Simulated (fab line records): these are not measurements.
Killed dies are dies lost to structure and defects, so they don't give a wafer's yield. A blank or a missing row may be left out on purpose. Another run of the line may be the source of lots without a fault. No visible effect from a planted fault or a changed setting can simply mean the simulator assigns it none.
What tool caused it? + flow sky130 + route of 708 steps, sampled at 1 step: 15 lots, 45 wafers

== WHAT THE GAUGES READ, wafer by wafer ==
SKY_CAP2M_THK_MEAS_01. Usual: for CAP2M_CVD_00_THK the level is 15.49 nm and the standard deviation is 0.27.
| lot  | measured     | on            | CAP2M_CVD_00_THK (nm) | flag |
|------|--------------|---------------|-----------------------|------|
| L652 | day 39 12:52 | film_metro-02 | 15.31 15.38 15.47     |      |
| L653 | day 39 19:22 | film_metro-04 | 15.76 15.34 15.62     |      |
| L654 | day 40 04:22 | film_metro-04 | 15.46 15.80 15.70     |      |
| L657 | day 41 05:02 | film_metro-01 | 15.59 15.63 15.56     |      |
| L659 | day 41 18:46 | film_metro-04 | 15.63 15.29 15.42     |      |
| L660 | day 42 02:13 | film_metro-01 | 15.07 15.48 15.58     |      |
| L661 | day 42 10:49 | film_metro-02 | 15.52 15.15 15.24     |      |
| L662 | day 42 17:04 | film_metro-02 | 15.32 15.60 15.77     |      |
| L664 | day 43 04:36 | film_metro-04 | 15.36 15.10 15.67     |      |
| L665 | day 43 14:00 | film_metro-02 | 15.07 15.26 15.46     |      |
| L666 | day 44 00:26 | film_metro-02 | 15.02 14.95 15.75     |      |
| L667 | day 44 08:02 | film_metro-04 | 15.41 15.38 15.83     |      |
| L670 | day 45 05:11 | film_metro-02 | 15.37 15.25 15.54     |      |
| L675 | day 45 22:40 | film_metro-01 | 15.24 15.08 15.43     |      |
| L674 | day 46 01:11 | film_metro-02 | 15.18 15.77 15.06     |      |

== WHAT TOOL EACH LOT RAN ON (gives the tool, then ch and the chambers of the sampled wafers, and finally the start) ==
Before these readings, the record contains no process step.

== AS READ BY THE TOOLS THEMSELVES (means over the sampled wafers that have a number; for cases with no such wafer, the mark the record gives instead) ==
The record holds no such reading with a usual standard deviation.

== THE ANSWER, worked out from the rows above alone ==
Rule: a lot counts as off when the mean over its wafers that have a number is more than 3 standard deviations away from the usual mean. Also off: a lot with no number at a reading for which 4 or more lots have one. Where the step has rows for the other lots, those lots are counted as sound. Order of review: gauges by route order, followed by the tools' own readings, for which a lot's mean as printed above is used. The first step at which some lot is off is used, and at that step the reading that is off furthest; a lot without a number counts as furthest.
No lot is off on any of the readings shown, so nothing can be concluded from this.

== WHAT THE SIMULATOR PUT IN ==
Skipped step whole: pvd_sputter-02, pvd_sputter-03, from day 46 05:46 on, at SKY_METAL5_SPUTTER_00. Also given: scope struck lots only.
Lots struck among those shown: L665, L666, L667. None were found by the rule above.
